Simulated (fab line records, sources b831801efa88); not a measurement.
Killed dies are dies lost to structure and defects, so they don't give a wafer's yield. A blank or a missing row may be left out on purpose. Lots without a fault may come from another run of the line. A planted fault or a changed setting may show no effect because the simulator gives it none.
Which tool did it? | flow sky130 | 12 lots, 36 wafers sampled, at 1 step of a route of 708

WHAT THE GAUGES READ, wafer by wafer
SKY_METAL2_CD_MEAS_15: target cd 140 nm.
lot  | measured     | on        | cd_nm (nm)
L075 | day 36 00:44 | cd_sem-02 | 137.8 138.3 136.2
L077 | day 36 02:43 | cd_sem-01 | 140.1 138.1 139.9
L079 | day 36 20:34 | cd_sem-02 | 142.3 142.1 143.6
L081 | day 37 12:46 | cd_sem-02 | 140.3 139.3 139.7
L083 | day 38 04:17 | cd_sem-02 | 140.7 140.7 141.1
L085 | day 38 13:17 | cd_sem-02 | 139.7 138.9 138.7
L087 | day 39 09:28 | cd_sem-02 | 137.6 137.5 138.0
L089 | day 39 20:51 | cd_sem-01 | 137.7 138.8 137.0
L093 | day 41 15:32 | cd_sem-01 | 140.0 138.7 140.4
L091 | day 41 19:19 | cd_sem-01 | 141.0 141.7 141.0
L092 | day 41 22:16 | cd_sem-02 | 138.7 141.6 139.5
L097 | day 42 05:07 | cd_sem-01 | 139.9 142.0 138.4

WHICH TOOL RAN EACH LOT (tool, then ch and the chambers of the sampled wafers, then the start)
The record holds no process step before these readings.

THE ANSWER, worked out from the rows above alone
Rule: what is usual is taken from the lots themselves. Put in order of their means at a reading, lots are off if they are a third of the lots or fewer, leave a main group of 4 or more, and stand apart from it by a gap of 3 or more times the standard deviation of the main group's means; of several such gaps the widest counts. A main group whose means are all the same, to the digits that the tables above print for the reading, isn't used. A lot without any number at a reading at which 4 lots or more have one is off too. The other lots that the step has rows for count as sound.
No lot is off at any reading shown: from this, nothing can be told.

WHAT THE SIMULATOR HAD PUT IN
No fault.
